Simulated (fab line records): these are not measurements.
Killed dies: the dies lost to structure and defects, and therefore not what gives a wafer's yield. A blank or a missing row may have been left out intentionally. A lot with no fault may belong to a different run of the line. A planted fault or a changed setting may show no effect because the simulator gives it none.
Which tool is to blame?	flow gf180mcu	Sampling: 13 lots, 39 wafers, 7 of 602 route steps

== WHAT THE GAUGES SHOWED, per wafer ==
GF_HV_LDD_CD_MEAS_07: target cd 400 nm. Usual: 399.5 nm for cd nm, sd 2.4.
lot	measured	on	cd nm (nm)	flag
L498	day 10 05:37	cd sem-02	395.6 396.8 396.3	
L501	day 11 14:13	cd sem-02	398.2 399.5 398.7	
L504	day 12 07:56	cd sem-02	398.7 397.9 396.2	
L505	day 12 20:51	cd sem-02	393.9 394.9 397.8	
L506	day 13 02:34	cd sem-01	399.8 399.9 403.5	
L508	day 13 12:05	cd sem-02	398.1 398.9 397.8	
L512	day 14 13:34	cd sem-02	398.0 399.4 397.1	
L514	day 15 06:43	cd sem-01	399.9 400.7 400.2	
L515	day 15 14:10	cd sem-01	401.4 404.0 404.9	
L516	day 15 22:47	cd sem-02	396.4 395.7 397.3	
L517	day 16 05:34	cd sem-01	399.1 399.8 400.5	
L519	day 16 19:35	cd sem-02	401.3 400.8 401.1	
L520	day 17 13:07	cd sem-02	399.6 398.2 396.9	

GF_HV_LDD_OVL_MEAS_20. Usual: for HV_LDD_01_OVL the level is -0.7 nm and the standard deviation is 1.2.
lot	measured	on	HV_LDD_01_OVL (nm)	flag
L498	day 10 23:52	overlay-02	-0.9 -1.0 0.2	
L501	day 12 10:07	overlay-02	0.1 -0.4 0.0	
L504	day 13 03:33	overlay-01	0.7 -0.8 -3.7	
L505	day 13 17:28	overlay-02	-1.7 1.3 -0.5	
L506	day 13 22:40	overlay-01	-0.7 -0.4 -0.3	
L508	day 14 08:37	overlay-01	-0.8 0.8 -2.2	
L512	day 15 11:31	overlay-02	-2.2 -2.2 -2.0	
L514	day 16 04:31	overlay-02	0.6 0.0 2.1	
L515	day 16 12:46	overlay-02	-1.1 -2.0 -1.8	
L516	day 16 21:25	overlay-02	0.8 -1.3 -0.1	
L517	day 17 04:52	overlay-01	-1.9 -1.9 -1.4	
L519	day 17 18:00	overlay-02	0.4 -1.3 -1.2	
L520	day 18 13:04	overlay-02	-0.4 -0.6 0.0	

GF_HV_LDD_CD_MEAS_31: target cd 400 nm. Usual: 400.3 nm for cd nm, sd 2.4.
lot	measured	on	cd nm (nm)	flag
L498	day 11 17:34	cd sem-02	403.1 398.6 401.3	
L501	day 13 06:40	cd sem-01	403.7 402.8 404.5	
L504	day 14 00:04	cd sem-01	394.8 395.6 395.8	
L505	day 14 14:47	cd sem-02	398.9 400.4 400.4	
L506	day 14 19:16	cd sem-02	398.1 398.9 398.2	
L508	day 15 05:55	cd sem-01	400.6 400.2 400.5	
L512	day 16 09:17	cd sem-02	396.7 398.5 396.7	
L514	day 17 02:55	cd sem-02	400.5 400.7 400.2	
L515	day 17 10:53	cd sem-01	402.4 400.0 401.0	
L516	day 17 20:02	cd sem-01	401.8 400.8 402.9	
L517	day 18 04:08	cd sem-02	400.5 398.8 399.1	
L519	day 18 17:44	cd sem-01	403.2 400.3 401.2	
L520	day 19 13:43	cd sem-01	398.4 401.6 399.7	

GF_NSD_CD_MEAS_07: target cd 400 nm. Usual: 400.1 nm for cd nm, sd 2.4.
lot	measured	on	cd nm (nm)	flag
L498	day 13 12:41	cd sem-02	397.4 397.6 397.9	
L501	day 15 04:02	cd sem-01	396.1 398.3 396.5	
L504	day 15 22:10	cd sem-01	401.7 402.1 402.3	
L505	day 16 13:58	cd sem-01	401.2 404.2 402.4	
L506	day 16 19:01	cd sem-02	402.2 400.6 399.6	
L508	day 17 05:56	cd sem-01	402.1 401.6 401.5	
L512	day 18 11:32	cd sem-02	- - -	OFF
L514	day 19 06:03	cd sem-01	406.2 406.7 405.3	
L515	day 19 14:05	cd sem-02	- - -	OFF
L516	day 20 00:26	cd sem-01	- - -	OFF
L517	day 20 08:44	cd sem-01	396.4 400.6 401.4	
L519	day 20 22:11	cd sem-01	399.7 400.5 398.0	
L520	day 21 18:25	cd sem-02	400.3 401.1 402.3	

GF_NSD_OVL_MEAS_08. Usual: for NSD_OVL the level is 0.4 nm and the standard deviation is 1.2.
lot	measured	on	NSD_OVL (nm)	flag
L498	day 13 12:46	overlay-02	2.4 0.5 -0.2	
L501	day 15 04:09	overlay-02	0.5 1.0 0.3	
L504	day 15 22:16	overlay-01	0.9 1.5 1.6	
L505	day 16 14:04	overlay-02	-0.7 1.2 0.9	
L506	day 16 19:07	overlay-01	1.5 1.3 1.2	
L508	day 17 06:03	overlay-01	0.2 -1.6 0.6	
L512	day 18 11:40	overlay-01	- - -	OFF
L514	day 19 06:10	overlay-01	2.5 0.9 2.1	
L515	day 19 14:10	overlay-01	- - -	OFF
L516	day 20 00:34	overlay-01	- - -	OFF
L517	day 20 08:51	overlay-01	2.5 2.0 0.9	
L519	day 20 22:18	overlay-01	1.8 1.1 0.1	
L520	day 21 18:31	overlay-01	0.2 1.8 0.0	

GF_NSD_TW_MEAS_12. Usual: for NSD_TW the level is 4262 and the standard deviation is 38.
lot	measured	on	NSD_TW	flag
L498	day 13 13:13	film metro-03	4324 4317 4309	
L501	day 15 04:35	film metro-03	4312 4303 4299	
L504	day 15 22:43	film metro-01	4274 4284 4278	
L505	day 16 14:30	film metro-01	4271 4288 4272	
L506	day 16 19:34	film metro-01	4257 4282 4264	
L508	day 17 06:29	film metro-03	4259 4260 4274	
L512	day 18 12:06	film metro-01	30 30 30	OFF
L514	day 19 06:36	film metro-03	4239 4265 4241	
L515	day 19 14:37	film metro-02	30 30 30	OFF
L516	day 20 01:00	film metro-01	30 30 30	OFF
L517	day 20 09:17	film metro-03	4329 4340 4312	
L519	day 20 22:44	film metro-02	4223 4249 4231	
L520	day 21 18:57	film metro-03	4288 4295 4278	

== WHICH TOOL RAN EACH LOT (tool, then ch and the chambers of the sampled wafers, then the start) ==
lot	GF_NSD_DEVELOP_06
L498	litho track-01 ch 0, day 13 12:32
L501	litho track-03 ch 0, day 15 03:53
L504	litho track-01 ch 0, day 15 22:01
L505	litho track-03 ch 0, day 16 13:50
L506	litho track-02 ch 0, day 16 18:53
L508	litho track-02 ch 0, day 17 05:47
L512	litho track-01 ch 0, day 18 11:23
L514	litho track-02 ch 0, day 19 05:55
L515	litho track-01 ch 0, day 19 13:56
L516	litho track-01 ch 0, day 20 00:17
L517	litho track-03 ch 0, day 20 08:35
L519	litho track-03 ch 0, day 20 22:03
L520	litho track-03 ch 0, day 21 18:16
- GF_NSD_DEVELOP_06: develop time 60 s.

== WHAT THE TOOLS THEMSELVES READ (means of the sampled wafers that have a number; where no wafer has one, the mark that the record gives instead) ==
GF_NSD_DEVELOP_06. Usual: chill plate temp C 22.98 C, standard deviation 0.11; exhaust pa 45.1 Pa, standard deviation 0.9.
lot	tool	chill plate temp C (C)	exhaust pa (Pa)	flag
L498	litho track-01	23.00	44.9	
L501	litho track-03	22.79	45.3	
L504	litho track-01	22.97	44.2	
L505	litho track-03	22.98	45.1	
L506	litho track-02	22.90	44.7	
L508	litho track-02	23.02	44.2	
L512	litho track-01	22.86	45.3	
L514	litho track-02	23.09	44.6	
L515	litho track-01	22.94	44.9	
L516	litho track-01	22.95	45.3	
L517	litho track-03	22.92	47.1	
L519	litho track-03	23.01	44.8	
L520	litho track-03	22.96	46.7	

== THE ANSWER, worked out from the rows above alone ==
Rule: take the mean of a lot's wafers that have a number; if it is more than 3 standard deviations from the usual mean, the lot is off. A lot without any number at a reading at which 4 lots or more have one is off too. Where the step has rows for the other lots, those lots are counted as sound. First the gauges in route order, then the tools' own readings, where a lot's mean is used as printed above. At the first step where some lot is off, the reading lying furthest off is the one used; lots without a number count as furthest.
Off: L512, L515, L516 (GF_NSD_CD_MEAS_07, cd nm). Without a number there: L512, L515, L516.
If a tool, at a process step before that reading, ran all the lots that are off and no sound lot after the first of them, it fits. The gauges at GF_NSD_CD_MEAS_07 aren't tried: what is off there is off at GF_NSD_OVL_MEAS_08 too, on other tools, and a gauge's error can't cause that. One candidate fits, namely litho track-01 at GF_NSD_DEVELOP_06. A fault onset in the window from L504 (day 15 22:01, its last sound lot) to L512 (day 18 11:23, its first lot off) fits.

== WHAT WAS PUT IN BY THE SIMULATOR ==
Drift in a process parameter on litho track-01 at GF_NSD_DEVELOP_06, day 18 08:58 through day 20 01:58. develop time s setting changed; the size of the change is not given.
Lots struck among those shown: L512, L515, L516. The rule given above showed the same thing.
